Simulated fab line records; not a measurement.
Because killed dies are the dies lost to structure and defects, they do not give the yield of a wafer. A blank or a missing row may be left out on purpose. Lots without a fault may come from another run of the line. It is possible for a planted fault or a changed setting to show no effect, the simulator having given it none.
fab line records	flow sky130
record lots=6	wafers=18	lastDay=49
route steps=708 shown LDD_HVP@285 LDD_LDN@289 SPACER@304 POLY_CUT@307 SD_P@320 PAD_OPEN@708
lots with no fault: from the same line, run without faults
startH: hours from the record's opening day to when the first of the lot's shown wafers began	waitH: time in hours since the lot's previous step	" unchanged from the row above	L1.1+2: one row covering several wafers at once	- no value present, or no start provided	* or withheld: withheld	< > ~ a bound
route shown NAME@n: names a module that has steps shown in the file, with the first one's number in the route	usual: mean and standard deviation over wafers with no fault	same: alike in all rows	chamber/n: place in a boat	sites: each site's reading	_std_site: the values' standard deviation	_edge_site: mean of outer sites minus mean of inner sites	radiusMm: how far each site lies from the wafer's centre	mask NAME#n: copy n	behind: the tool/chamber that last shaped the wafer	hold: why the lot went on hold/how many hours it stayed there/how the hold came to an end	device: which transistor (n, p or np) failed to switch	end of line: tests run on the same wafers once the route is complete	a step without rows: its recipe alone	killed: count of dies lost to structure and defects at first sort (not the wafer's yield)	map: a wafer's dies, marking killed ones x, the rest . and places with no die _
set.NAME: the setting as run; set.NAME@STEP: as run at that earlier step	model.NAME: the simulator's own value behind a step, which no gauge read
a table for each step, a row for each wafer; lots at some steps of the route
services: when a tool's chamber went out of use (startH, in hours from the record's first day, below 0 if earlier), for how many hours, and the reason
## steps
# step SKY_LDD_HVP_OVL_MEAS_07
# usual LDD_HVP_OVL=-0.1/1.6
lot.wafer	tool	chamber	startH	waitH	LDD_HVP_OVL[nm]
L843.1	overlay-01	-	512.80	0.1	-1.0
L843.2	"	-	"	"	-0.1
L843.3	"	-	"	"	0.2
L846.2	overlay-01	-	546.63	0.1	-1.9
L846.5	"	-	"	"	0.7
L846.6	"	-	"	"	-1.3
L848.1	overlay-02	-	567.00	0.1	0.2
L848.2	"	-	"	"	-0.4
L848.4	"	-	"	"	1.5
L850.3	overlay-01	-	575.67	0.1	2.4
L850.5	"	-	"	"	2.0
L850.6	"	-	"	"	2.5
L856.1	overlay-02	-	628.42	0.1	-2.0
L856.2	"	-	"	"	-2.0
L856.3	"	-	"	"	-0.9
L857.2	overlay-02	-	637.33	0.1	-0.5
L857.4	"	-	"	"	-0.8
L857.5	"	-	"	"	-0.9
# step SKY_LDD_HVP_IMPLANT_08
# recipe species=B	energyKev=20	doseCm2=1.7e+13	tiltDeg=17.9
# step SKY_LDD_HVP_STRIP_09
# recipe chemistry=O2/N2	powerW=1400	pressureMtorr=1500	platenTempC=withheld	o2FlowSccm=3000	n2FlowSccm=300	overashFraction=0.5
# usual drypumpMotorCurrentA=5.88/0.092	oesProductAu=0.409/0.0043	stripTimeToEndpointS=4.133/0.015
lot.wafer	tool	chamber	startH	waitH	drypumpMotorCurrentA	oesProductAu	rfHoursCounterH	stripTimeToEndpointS
L843.1	plasmaAsher-01	0	512.98	0.1	5.85	0.410	39	4.143
L843.2	"	1	"	"	5.80	0.401	39	4.135
L843.3	"	0	"	"	5.89	0.405	-	4.132
L846.2	plasmaAsher-03	0	546.81	0.1	6.00	0.410	85	4.143
L846.5	"	0	"	"	6.00	0.412	-	4.151
L846.6	"	1	"	"	5.87	0.409	-	4.165
L848.1	plasmaAsher-01	1	567.18	0.1	5.81	0.411	45	4.147
L848.2	"	0	"	"	5.86	0.408	45	4.156
L848.4	"	1	"	"	5.82	0.413	-	4.134
L850.3	plasmaAsher-01	0	575.87	0.1	5.86	0.412	-	4.123
L850.5	"	0	"	"	5.88	0.410	-	4.102
L850.6	"	1	"	"	5.79	0.403	-	4.140
L856.1	plasmaAsher-03	1	628.61	0.1	5.85	0.405	93	4.129
L856.2	"	0	"	"	5.97	0.403	93	4.113
L856.3	"	0	"	"	5.97	0.402	-	4.113
L857.2	plasmaAsher-03	1	637.51	0.1	5.88	0.405	94	4.127
L857.4	"	1	"	"	5.88	0.410	-	4.130
L857.5	"	1	"	"	5.87	0.413	-	4.122
# step SKY_LDD_HVP_TW_MEAS_10
# usual LDD_HVP_TW=456/4.9
lot.wafer	tool	chamber	startH	waitH	LDD_HVP_TW
L843.1	filmMetro-04	-	513.08	0.1	459
L843.2	"	-	"	"	458
L843.3	"	-	"	"	458
L846.2	filmMetro-04	-	546.92	0.1	461
L846.5	"	-	"	"	462
L846.6	"	-	"	"	462
L848.1	filmMetro-04	-	567.28	0.1	460
L848.2	"	-	"	"	460
L848.4	"	-	"	"	459
L850.3	filmMetro-01	-	575.96	0.1	453
L850.5	"	-	"	"	458
L850.6	"	-	"	"	457
L856.1	filmMetro-04	-	628.71	0.1	463
L856.2	"	-	"	"	460
L856.3	"	-	"	"	463
L857.2	filmMetro-01	-	637.62	0.1	460
L857.4	"	-	"	"	458
L857.5	"	-	"	"	458
# step SKY_LDD_LDN_DEHYDRATE_00
# recipe tempC=200	timeS=60
# step SKY_LDD_LDN_HMDS_01
# recipe primeTimeS=60	primeTempC=120
# step SKY_LDD_LDN_COAT_02
# recipe resist=NOVOLAK	spinRpm=3000	resistThkNm=1140
# step SKY_LDD_LDN_SOFTBAKE_03
# recipe tempC=90	timeS=60	resist=NOVOLAK
# step SKY_LDD_LDN_EXPOSE_04
# recipe maskId=LDNTM	na=0.6	sourceShape=conventional	sigmaOuter=0.6	polarization=unpolarized	targetCdNm=700	doseMj=140
# step SKY_LDD_LDN_PEB_05
# recipe tempC=withheld	timeS=*	resist=NOVOLAK
# step SKY_LDD_LDN_DEVELOP_06
# recipe resist=NOVOLAK	developer=TMAH	developTimeS=60	devTempC=23
# step SKY_LDD_LDN_OVL_MEAS_07
# usual LDD_LDN_OVL=-0.5/1.4
lot.wafer	tool	chamber	startH	waitH	LDD_LDN_OVL[nm]
L843.1	overlay-02	-	543.27	0.1	-0.8
L843.2	"	-	"	"	-0.2
L843.3	"	-	"	"	0.4
L846.2	overlay-01	-	576.53	0.1	0.3
L846.5	"	-	"	"	-1.5
L846.6	"	-	"	"	0.0
L848.1	overlay-01	-	596.77	0.1	0.3
L848.2	"	-	"	"	2.3
L848.4	"	-	"	"	-1.6
L850.3	overlay-02	-	604.51	0.1	-1.1
L850.5	"	-	"	"	0.4
L850.6	"	-	"	"	-0.6
L856.1	overlay-02	-	656.15	0.1	-1.7
L856.2	"	-	"	"	-1.9
L856.3	"	-	"	"	-3.5
L857.2	overlay-02	-	665.15	0.1	1.2
L857.4	"	-	"	"	-0.2
L857.5	"	-	"	"	-1.2
# step SKY_LDD_LDN_IMPLANT_08
# recipe species=As	energyKev=15	doseCm2=1.25e+13	tiltDeg=withheld	rotationDeg=23
lot.wafer	tool	chamber	startH	waitH
L843.1+2+3	implanter-04	0	543.31	0.0
L846.2+5+6	implanter-01	0	576.58	0.0
L848.1+2+4	implanter-01	0	596.81	0.0
L850.3+5+6	implanter-02	0	604.58	0.1
L856.1+2+3	implanter-01	0	656.18	0.0
L857.2+4+5	implanter-01	0	665.21	0.0
# step SKY_LDD_LDN_IMPLANT_09
# recipe species=As	energyKev=15	doseCm2=1.25e+13	tiltDeg=withheld	rotationDeg=113
# step SKY_LDD_LDN_IMPLANT_10
# recipe species=As	energyKev=15	doseCm2=1.25e+13	tiltDeg=withheld	rotationDeg=203
# step SKY_LDD_LDN_IMPLANT_11
# recipe species=As	energyKev=15	doseCm2=1.25e+13	tiltDeg=withheld	rotationDeg=293
# step SKY_LDD_LDN_STRIP_12
# recipe chemistry=O2/N2	powerW=1400	pressureMtorr=1500	platenTempC=withheld	o2FlowSccm=3000	n2FlowSccm=300	overashFraction=0.5
# usual drypumpMotorCurrentA=5.7/0.34	oesProductAu=0.716/0.0044	stripTimeToEndpointS=14.18/0.045
lot.wafer	tool	chamber	startH	waitH	drypumpMotorCurrentA	oesProductAu	rfHoursCounterH	stripTimeToEndpointS
L843.1	plasmaAsher-04	0	543.91	0.1	5.7	0.719	12	14.22
L843.2	"	1	"	"	5.0	0.721	12	14.17
L843.3	"	1	"	"	5.0	0.723	-	14.18
L846.2	plasmaAsher-04	1	577.16	0.1	5.0	0.706	15	14.16
L846.5	"	1	"	"	5.0	0.712	-	14.21
L846.6	"	0	"	"	5.7	0.717	-	14.15
L848.1	plasmaAsher-04	0	597.41	0.1	5.7	0.715	17	14.24
L848.2	"	1	"	"	5.0	0.721	17	14.22
L848.4	"	0	"	"	5.7	0.710	-	14.18
L850.3	plasmaAsher-04	0	605.17	0.1	5.8	0.710	-	14.16
L850.5	"	1	"	"	5.1	0.712	-	14.15
L850.6	"	0	"	"	5.7	0.712	-	14.22
L856.1	plasmaAsher-04	1	656.78	0.1	5.1	0.717	24	14.16
L856.2	"	0	"	"	5.7	0.722	24	14.19
L856.3	"	0	"	"	5.7	0.715	-	14.12
L857.2	plasmaAsher-01	1	665.78	0.1	5.8	0.709	55	14.08
L857.4	"	1	"	"	5.8	0.709	-	14.13
L857.5	"	1	"	"	5.8	0.713	-	14.11
# step SKY_LDD_LDN_TW_MEAS_13
# usual LDD_LDN_TW=1474/16
lot.wafer	tool	chamber	startH	waitH	LDD_LDN_TW
L843.1	filmMetro-03	-	544.01	0.1	1485
L843.2	"	-	"	"	1489
L843.3	"	-	"	"	1484
L846.2	filmMetro-01	-	577.27	0.1	1483
L846.5	"	-	"	"	1482
L846.6	"	-	"	"	1475
L848.1	filmMetro-02	-	597.51	0.1	1453
L848.2	"	-	"	"	1449
L848.4	"	-	"	"	1457
L850.3	filmMetro-02	-	605.25	0.1	1453
L850.5	"	-	"	"	1446
L850.6	"	-	"	"	1442
L856.1	filmMetro-01	-	656.88	0.1	1479
L856.2	"	-	"	"	1480
L856.3	"	-	"	"	1486
L857.2	filmMetro-01	-	665.89	0.1	1481
L857.4	"	-	"	"	1478
L857.5	"	-	"	"	1481
# step SKY_LDD_LDN_CLEAN_14
# recipe chemistry=SC1/SC2	mix=1:4:20	tempC=70	timeS=150	dry=n2Spin
# step SKY_SPACER_CVD_00
# recipe material=Si3N4	precursor=DCS/NH3	targetThkNm=43.1	tempC=770	timeS=740	pressureMtorr=250
# step SKY_SPACER_THK_MEAS_01
# recipe reads=Si3N4_of_SPACER_CVD_00
# usual SPACER_CVD_00_THK=43.3/0.39
lot.wafer	tool	chamber	startH	waitH	SPACER_CVD_00_THK[nm]
L843.1	filmMetro-02	-	546.50	0.0	43.8
L843.2	"	-	"	"	43.7
L843.3	"	-	"	"	43.3
L846.2	filmMetro-02	-	578.79	0.0	42.8
L846.5	"	-	"	"	43.1
L846.6	"	-	"	"	43.2
L848.1	filmMetro-04	-	598.82	0.0	42.8
L848.2	"	-	"	"	42.5
L848.4	"	-	"	"	42.9
L850.3	filmMetro-03	-	606.62	0.0	43.0
L850.5	"	-	"	"	42.7
L850.6	"	-	"	"	43.0
L856.1	filmMetro-02	-	658.57	0.0	43.1
L856.2	"	-	"	"	43.5
L856.3	"	-	"	"	43.1
L857.2	filmMetro-02	-	667.86	0.0	43.4
L857.4	"	-	"	"	43.2
L857.5	"	-	"	"	43.5
# step SKY_SPACER_ETCHBACK_02
# recipe chemistry=CH3F/O2	target=Si3N4	stopOn=SiO2	sourceW=400	biasW=80	pressureMtorr=25	ch3fFlowSccm=40	O2_flow_sccm=30	timeS=46.7	targetDepthA=450
# usual drypumpMotorCurrentA=5.6/0.38	oesProductAu=0.858/0.0064	throttleValvePct=10.562/0.0095
# same timeS=46.7
lot.wafer	tool	chamber	startH	waitH	drypumpMotorCurrentA	oesProductAu	rfHoursCounterH	throttleValvePct
L843.1	rieDiel-03	1	546.56	0.1	5.6	0.868	31	10.560
L843.2	"	0	"	"	5.8	0.856	2	10.565
L843.3	"	3	"	"	5.3	0.853	8	10.577
L846.2	rieDiel-02	2	578.84	0.0	6.1	0.851	45	10.558
L846.5	"	3	"	"	5.6	0.855	-	10.586
L846.6	"	0	"	"	6.2	0.853	-	10.569
L848.1	rieDiel-01	1	598.88	0.1	5.5	0.859	4	10.558
L848.2	"	0	"	"	4.9	0.850	20	10.556
L848.4	"	3	"	"	5.5	0.849	2	10.562
L850.3	rieDiel-03	1	606.66	0.0	5.6	0.857	32	10.557
L850.5	"	3	"	"	5.3	0.849	-	10.569
L850.6	"	0	"	"	5.8	0.851	-	10.559
L856.1	rieDiel-01	1	658.63	0.1	5.5	0.851	6	10.570
L856.2	"	2	"	"	6.1	0.859	28	10.569
L856.3	"	3	"	"	5.5	0.852	4	10.559
L857.2	rieDiel-02	1	667.91	0.0	5.2	0.856	2	10.567
L857.4	"	0	"	"	6.2	0.861	8	10.565
L857.5	"	2	"	"	6.1	0.862	-	10.571
# step SKY_POLY_CUT_DEHYDRATE_00
# recipe tempC=200	timeS=60
# step SKY_POLY_CUT_HMDS_01
# recipe primeTimeS=60	primeTempC=120
# step SKY_POLY_CUT_COAT_02
# recipe resist=BARC	tempC=withheld	timeS=withheld	spinRpm=3000	resistThkNm=60
# step SKY_POLY_CUT_COAT_03
# recipe resist=KrF-thick	spinRpm=3000	resistThkNm=450
# step SKY_POLY_CUT_SOFTBAKE_04
# recipe tempC=100	timeS=90	resist=KrF-thick
# step SKY_POLY_CUT_EXPOSE_05
# recipe maskId=NPCM	na=0.8	sourceShape=annular	sigmaInner=0.55	sigmaOuter=0.85	targetCdNm=270	doseMj=32
# step SKY_POLY_CUT_PEB_06
# recipe pebTempC=withheld	pebTimeS=withheld	resist=KrF-thick
# step SKY_POLY_CUT_DEVELOP_07
# recipe developTimeS=60	resist=KrF-thick	devTempC=21
# step SKY_POLY_CUT_CD_MEAS_08
# recipe targetCdNm=270
# usual cdNm=270.4/1.4
lot.wafer	tool	chamber	startH	waitH	cdNm
L843.1	cdSem-02	-	576.05	-	270.3
L843.2	"	-	"	"	269.4
L843.3	"	-	"	"	269.2
L846.2	cdSem-01	-	607.27	-	269.4
L846.5	"	-	"	"	271.4
L846.6	"	-	"	"	268.2
L848.1	cdSem-01	-	627.41	-	272.3
L848.2	"	-	"	"	273.4
L848.4	"	-	"	"	271.6
L850.3	cdSem-02	-	635.89	-	272.9
L850.5	"	-	"	"	272.1
L850.6	"	-	"	"	271.6
L856.1	cdSem-02	-	686.96	-	268.2
L856.2	"	-	"	"	268.6
L856.3	"	-	"	"	269.3
L857.2	cdSem-01	-	696.18	-	272.3
L857.4	"	-	"	"	270.6
L857.5	"	-	"	"	270.2
# step SKY_POLY_CUT_OVL_MEAS_09
# usual POLY_CUT_OVL=-3/4.4
lot.wafer	tool	chamber	startH	waitH	POLY_CUT_OVL[nm]
L843.1	overlay-01	-	576.17	0.1	-4
L843.2	"	-	"	"	-4
L843.3	"	-	"	"	-1
L846.2	overlay-02	-	607.37	0.1	1
L846.5	"	-	"	"	6
L846.6	"	-	"	"	-1
L848.1	overlay-01	-	627.53	0.1	0
L848.2	"	-	"	"	-2
L848.4	"	-	"	"	-5
L850.3	overlay-02	-	635.98	0.1	-11
L850.5	"	-	"	"	-7
L850.6	"	-	"	"	-4
L856.1	overlay-02	-	687.08	0.1	-4
L856.2	"	-	"	"	-6
L856.3	"	-	"	"	-3
L857.2	overlay-01	-	696.28	0.1	-1
L857.4	"	-	"	"	1
L857.5	"	-	"	"	0
# step SKY_POLY_CUT_ETCH_10
# recipe chemistry=N2/H2	target=BARC	ionEnergyEv=200	sourceW=500	biasW=100	pressureMtorr=30	n2FlowSccm=100	h2FlowSccm=200	stopOn=SiO2	timeS=45.9	targetDepthA=600
# usual drypumpMotorCurrentA=5.7/0.36	oesProductAu=0.854/0.0046	throttleValvePct=13.225/0.0087
# same timeS=45.9
lot.wafer	tool	chamber	startH	waitH	drypumpMotorCurrentA	oesProductAu	rfHoursCounterH	throttleValvePct
L843.1	rieDiel-02	3	576.20	0.0	5.7	0.850	9	13.223
L843.2	"	2	"	"	6.1	0.850	45	13.225
L843.3	"	1	"	"	5.2	0.854	1	13.224
L846.2	rieDiel-04	1	607.40	0.0	5.9	0.856	19	13.228
L846.5	"	1	"	"	5.9	0.858	-	13.236
L846.6	"	2	"	"	6.4	0.848	-	13.237
L848.1	rieDiel-02	2	627.56	0.0	6.1	0.854	46	13.232
L848.2	"	1	"	"	5.2	0.866	1	13.234
L848.4	"	0	"	"	6.2	0.851	7	13.234
L850.3	rieDiel-04	1	636.00	0.0	6.0	0.858	20	13.218
L850.5	"	2	"	"	6.4	0.855	-	13.224
L850.6	"	1	"	"	6.0	0.854	-	13.221
L856.1	rieDiel-04	3	687.11	0.0	5.7	0.853	21	13.227
L856.2	"	1	"	"	6.0	0.854	21	13.228
L856.3	"	0	"	"	5.9	0.848	26	13.233
L857.2	rieDiel-03	0	696.31	0.0	5.8	0.854	5	13.227
L857.4	"	1	"	"	5.6	0.849	33	13.222
L857.5	"	2	"	"	5.4	0.855	-	13.216
# step SKY_POLY_CUT_ETCH_11
# recipe target=Si3N4	chemistry=CF4/CH2F2/Ar	stopOn=poly-Si	sourceW=600	biasW=150	pressureMtorr=40	cf4FlowSccm=40	ch2f2FlowSccm=20	Ar_flow_sccm=150	timeS=42.5	targetDepthA=600
# step SKY_POLY_CUT_STRIP_12
# recipe chemistry=O2/N2	powerW=1400	pressureMtorr=1500	platenTempC=withheld	o2FlowSccm=3000	n2FlowSccm=300	overashFraction=0.5
# usual drypumpMotorCurrentA=5.7/0.35	oesProductAu=0.452/0.0046	stripTimeToEndpointS=5.351/0.018
lot.wafer	tool	chamber	startH	waitH	drypumpMotorCurrentA	oesProductAu	rfHoursCounterH	stripTimeToEndpointS
L843.1	plasmaAsher-04	0	576.28	0.0	5.7	0.448	15	5.333
L843.2	"	1	"	"	5.1	0.451	15	5.331
L843.3	"	0	"	"	5.7	0.461	-	5.332
L846.2	plasmaAsher-02	1	607.48	0.0	5.7	0.447	72	5.340
L846.5	"	1	"	"	5.7	0.458	-	5.326
L846.6	"	0	"	"	6.0	0.452	-	5.347
L848.1	plasmaAsher-03	0	627.64	0.0	6.0	0.449	93	5.361
L848.2	"	1	"	"	5.8	0.454	93	5.335
L848.4	"	0	"	"	6.0	0.451	-	5.318
L850.3	plasmaAsher-02	1	636.12	0.1	5.7	0.451	-	5.351
L850.5	"	1	"	"	5.7	0.450	-	5.338
L850.6	"	0	"	"	6.1	0.447	-	5.338
L856.1	plasmaAsher-04	0	687.19	0.0	5.7	0.456	27	5.343
L856.2	"	1	"	"	5.0	0.458	27	5.345
L856.3	"	1	"	"	5.0	0.456	-	5.350
L857.2	plasmaAsher-02	1	696.39	0.0	5.7	0.456	80	5.340
L857.4	"	0	"	"	6.0	0.464	-	5.364
L857.5	"	1	"	"	5.7	0.459	-	5.391
# step SKY_SD_P_DEHYDRATE_00
# recipe tempC=200	timeS=60
# step SKY_SD_P_HMDS_01
# recipe primeTimeS=60	primeTempC=120
# step SKY_SD_P_COAT_02
# recipe resist=NOVOLAK	spinRpm=3000	resistThkNm=1140
# step SKY_SD_P_SOFTBAKE_03
# recipe tempC=90	timeS=60	resist=NOVOLAK
# step SKY_SD_P_EXPOSE_04
# recipe maskId=PSDM	na=0.6	sourceShape=conventional	sigmaOuter=0.6	polarization=unpolarized	targetCdNm=380	doseMj=138
# step SKY_SD_P_PEB_05
# recipe tempC=withheld	timeS=*	resist=NOVOLAK
# step SKY_SD_P_DEVELOP_06
# recipe resist=NOVOLAK	developer=TMAH	developTimeS=60	devTempC=23
# step SKY_PAD_OPEN_PROBE_99
# usual killed_at_M0_to_M3=41/6.2	killed_at_M4_up=3.0/1.7	killedAtContacts=25/5.8	killedAtFrontEnd=16/4.5	killedAtOther=0.2/0.42	killedDies=85/8.4	killedOpen=46/5.9	killedShort=39/6.3
# same grossDies=492	killedAtBackSide=0
lot.wafer	tool	chamber	startH	waitH	killed_at_M0_to_M3	killed_at_M4_up	killedAtContacts	killedAtFrontEnd	killedAtOther	killedDies	killedOpen	killedShort	model.etest.diodeNwellSub.leakLog10ACm2	model.etest.diodeDnwellSub.leakLog10ACm2	model.etest.diodePwellDnwell.leakLog10ACm2	model.etest.diodeNdiffPwellHv.leakLog10ACm2	model.etest.diodePdiffNwellHv.leakLog10ACm2	model.etest.diodeNdiffPwell.leakLog10ACm2	model.etest.diodePdiffNwell.leakLog10ACm2	model.etest.nfet_16v.offLog10AUm
L843.1	prober-02	-	1090.57	0.1	52	3	15	22	0	92	41	51	-6.908	-7.133	-7.554	-6.563	-6.736	-7.262	-7.495	-13.86
L843.2	prober-02	-	1090.62	0.1	38	4	36	18	1	97	49	48	-7.271	-7.446	-7.418	-6.597	-6.509	-7.146	-7.539	-13.92
L843.3	prober-02	-	1090.67	0.2	44	1	23	19	0	87	58	29	-7.398	-7.187	-7.511	-6.693	-6.577	-7.537	-7.051	-13.77
L846.2	prober-01	-	1111.35	0.1	35	2	29	26	0	92	51	41	-7.361	-7.08	-7.264	-6.634	-6.584	-7.363	-7.056	-13.92
L846.5	prober-01	-	1111.50	0.2	54	6	20	10	0	90	48	42	-7.414	-7.222	-7.36	-6.373	-6.443	-7.466	-7.183	-13.77
L846.6	prober-01	-	1111.55	0.2	39	3	27	18	0	87	50	37	-7.667	-7.223	-7.614	-6.531	-6.625	-7.235	-7.521	-13.97
L848.1	prober-01	-	1126.39	0.1	42	3	36	16	0	97	59	35	-7.13	-7.459	-7.665	-6.54	-6.702	-7.476	-7.187	-13.88
L848.2	prober-01	-	1126.44	0.1	43	1	23	9	0	76	33	43	-7.407	-7.463	-7.343	-6.652	-6.535	-7.34	-7.184	-13.86
L848.4	prober-01	-	1126.54	0.2	41	3	24	13	0	81	42	37	-7.442	-7.367	-7.497	-6.376	-6.674	-7.372	-7.006	-13.8
L850.3	prober-01	-	1131.75	0.2	42	3	22	19	1	87	41	46	-7.609	-7.214	-7.517	-6.778	-6.702	-7.396	-7.186	-13.88
L850.5	prober-01	-	1131.85	0.2	44	4	13	10	0	71	38	32	-7.089	-7.388	-7.461	-6.861	-6.587	-7.191	-7.062	-13.9
L850.6	prober-01	-	1131.90	0.2	45	2	39	11	0	97	51	45	-7.417	-7.389	-7.633	-6.645	-6.681	-7.357	-7.106	-13.83
L856.1	prober-01	-	1165.92	0.1	44	5	24	10	0	83	49	34	-6.259	-5.888	-6.387	-6.002	-6.05	-7.093	-6.781	-13.32
L856.2	prober-01	-	1165.97	0.1	36	4	22	16	0	78	42	36	-6.163	-6.153	-6.599	-6.09	-6.24	-6.753	-6.831	-13.25
L856.3	prober-01	-	1166.02	0.2	52	1	24	15	0	92	46	46	-6.088	-6.263	-6.652	-6.222	-6.302	-6.644	-6.756	-13.34
L857.2	prober-02	-	1172.11	0.1	37	4	31	10	0	82	51	31	-6.467	-6.194	-6.582	-5.902	-6.105	-6.851	-6.9	-13.6
L857.4	prober-02	-	1172.21	0.2	42	2	18	14	0	76	39	37	-6.333	-6.24	-6.659	-6.351	-5.965	-6.544	-6.95	-13.14
L857.5	prober-02	-	1172.26	0.2	42	5	22	16	0	85	49	35	-6.057	-6.182	-6.793	-6.079	-6.19	-6.846	-6.572	-13.45
# killed by level:class
L843.1 VIA1:geometricParticle:open=12 METAL2:geometricParticle:short=9 FIELD_ISO:geometricParticle:short=8 METAL1:geometricParticle:short=7 LI_CONTACT:geometricParticle:open=6 VIA3:geometricParticle:open=6 VIA2:geometricParticle:open=5 POLY_GATE:geometricParticle:short=4
L843.2 CONTACT:geometricParticle:open=13 VIA1:geometricParticle:open=10 LI_CONTACT:geometricParticle:open=8 METAL2:geometricParticle:short=6 LI_CONTACT:geometricParticle:short=5 METAL1:geometricParticle:short=5 CONTACT:geometricParticle:short=5 FIELD_ISO:geometricParticle:open=4
L843.3 VIA1:geometricParticle:open=14 LI_CONTACT:geometricParticle:open=12 CONTACT:geometricParticle:open=7 VIA3:geometricParticle:open=7 POLY_GATE:geometricParticle:open=6 METAL1:geometricParticle:short=6 POLY_GATE:geometricParticle:short=5 VIA2:geometricParticle:open=5
L846.2 VIA1:geometricParticle:open=10 CONTACT:geometricParticle:open=9 FIELD_ISO:geometricParticle:short=6 SPACER:geometricParticle:open=6 CONTACT:geometricParticle:short=6 VIA2:geometricParticle:open=6 FIELD_ISO:geometricParticle:open=5 LI_CONTACT:geometricParticle:open=5
L846.5 CONTACT:geometricParticle:open=11 VIA1:geometricParticle:open=10 VIA2:geometricParticle:open=7 VIA3:geometricParticle:open=7 VIA3:geometricParticle:short=6 CONTACT:geometricParticle:short=5 VIA1:geometricParticle:short=5 POLY_GATE:geometricParticle:short=4
L846.6 VIA1:geometricParticle:open=10 VIA2:geometricParticle:open=8 CONTACT:geometricParticle:open=7 LI_CONTACT:geometricParticle:open=7 FIELD_ISO:geometricParticle:open=6 POLY_GATE:geometricParticle:short=5 LOCAL_INTERCONNECT:geometricParticle:short=5 VIA3:geometricParticle:open=5
L848.1 CONTACT:geometricParticle:open=17 VIA1:geometricParticle:open=8 LI_CONTACT:geometricParticle:open=8 VIA2:geometricParticle:open=8 VIA1:geometricParticle:short=6 VIA3:geometricParticle:open=6 POLY_GATE:geometricParticle:open=5 CONTACT:geometricParticle:short=5
L848.2 METAL2:geometricParticle:short=11 METAL1:geometricParticle:short=8 VIA1:geometricParticle:open=7 LI_CONTACT:geometricParticle:open=5 CONTACT:geometricParticle:open=5 VIA3:geometricParticle:open=5 CONTACT:geometricParticle:short=4 VIA1:geometricParticle:short=4
L848.4 CONTACT:geometricParticle:open=9 VIA1:geometricParticle:open=9 LI_CONTACT:geometricParticle:open=8 METAL1:geometricParticle:short=8 METAL2:geometricParticle:short=7 POLY_GATE:geometricParticle:open=5 VIA2:geometricParticle:open=5 LI_CONTACT:geometricParticle:short=4
L850.3 VIA1:geometricParticle:open=12 CONTACT:geometricParticle:open=7 VIA2:geometricParticle:open=6 FIELD_ISO:geometricParticle:open=5 POLY_GATE:geometricParticle:short=5 LOCAL_INTERCONNECT:geometricParticle:short=5 METAL2:geometricParticle:short=5 VIA1:geometricParticle:short=5
L850.5 VIA1:geometricParticle:open=17 METAL2:geometricParticle:short=7 CONTACT:geometricParticle:short=6 POLY_GATE:geometricParticle:open=4 CONTACT:geometricParticle:open=4 VIA1:geometricParticle:short=4 FIELD_ISO:geometricParticle:short=3 VIA2:geometricParticle:open=3
L850.6 CONTACT:geometricParticle:open=15 LI_CONTACT:geometricParticle:open=12 VIA1:geometricParticle:open=10 VIA1:geometricParticle:short=6 CONTACT:geometricParticle:short=6 METAL1:geometricParticle:short=5 VIA2:geometricParticle:short=5 POLY_GATE:geometricParticle:open=4
L856.1 VIA1:geometricParticle:open=13 CONTACT:geometricParticle:open=8 CONTACT:geometricParticle:short=7 FIELD_ISO:geometricParticle:open=6 METAL3:geometricParticle:short=6 LI_CONTACT:geometricParticle:open=5 METAL1:geometricParticle:open=4 VIA2:geometricParticle:open=4
L856.2 VIA1:geometricParticle:open=10 METAL1:geometricParticle:short=9 LI_CONTACT:geometricParticle:open=8 VIA3:geometricParticle:open=6 FIELD_ISO:geometricParticle:open=5 CONTACT:geometricParticle:open=5 FIELD_ISO:geometricParticle:short=4 LI_CONTACT:geometricParticle:short=4
L856.3 VIA1:geometricParticle:open=14 CONTACT:geometricParticle:open=12 METAL1:geometricParticle:short=9 METAL2:geometricParticle:short=6 VIA2:geometricParticle:short=6 POLY_GATE:geometricParticle:short=5 CONTACT:geometricParticle:short=5 VIA1:geometricParticle:short=5
L857.2 CONTACT:geometricParticle:open=13 VIA1:geometricParticle:open=10 LI_CONTACT:geometricParticle:open=7 VIA2:geometricParticle:open=5 VIA1:geometricParticle:short=5 VIA3:geometricParticle:open=5 LOCAL_INTERCONNECT:geometricParticle:short=4 CONTACT:geometricParticle:short=4
L857.4 VIA2:geometricParticle:open=10 CONTACT:geometricParticle:open=7 CONTACT:geometricParticle:short=5 VIA1:geometricParticle:short=5 VIA3:geometricParticle:short=5 VIA3:geometricParticle:open=5 POLY_GATE:geometricParticle:short=4 VIA1:geometricParticle:open=4
L857.5 VIA1:geometricParticle:open=11 CONTACT:geometricParticle:open=7 METAL2:geometricParticle:short=7 LI_CONTACT:geometricParticle:open=6 FIELD_ISO:geometricParticle:open=5 VIA2:geometricParticle:open=5 POLY_GATE:geometricParticle:open=4 CONTACT:geometricParticle:short=4
## services
tool	chamber	startH	hours	kind
implanter-01	-	493.97	1.6	repair
plasmaAsher-03	-	500.66	2.8	pm
rieDiel-03	-	505.46	2.4	repair
rieDiel-04	0	511.95	8.6	repair
rieDiel-02	2	530.49	5.6	repair
rieDiel-02	-	532.92	4.7	repair
plasmaAsher-01	-	542.74	1.5	repair
rieDiel-03	1	548.24	1.5	repair
rieDiel-03	2	570.05	13.1	repair
rieDiel-02	-	584.93	14.6	pm
plasmaAsher-02	-	585.15	2.8	pm
implanter-01	-	586.31	3.4	pm
rieDiel-03	-	589.35	2.8	pm
rieDiel-03	2	594.76	2.5	repair
plasmaAsher-02	-	599.15	7.2	repair
rieDiel-04	2	616.03	16.7	repair
rieDiel-04	-	617.70	0.5	repair
plasmaAsher-01	-	626.76	2.8	pm
rieDiel-03	1	632.57	12.1	repair
plasmaAsher-01	-	647.84	2.0	repair
rieDiel-02	1	654.79	8.2	repair
rieDiel-02	0	672.54	9.5	repair
implanter-01	-	680.47	1.7	repair
plasmaAsher-01	-	684.47	0.5	repair
## key
firstSign none at tools or gauges
modelEffect step=SKY_PAD_OPEN_PROBE_99	value=etest.diodeNwellSub.leakLog10ACm2	without=-7.336	struck=-6.228
metAt SKY_LDD_LDN_IMPLANT_08
struckWafers L856.1,L856.2,L856.3,L857.2,L857.4,L857.5
testerLeftOut L856,L857
onsetBetween 596.81 656.18
alsoFits time
fault kind=metallicContaminationSource	tool=implanter-01	chamber=-	onsetH=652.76	steps=SKY_LDD_LDN_IMPLANT_08	rateCm2PerVisit=6.2751e+12	species=metalFeCm2
# testerLeftOut: of these lots the tester's yield and bins aren't shown, on N5 and GAA mostly nor the transistor test; their killed dies are dies lost to structure and defects alone, not to doping, threshold or leakage, so they don't give the yield
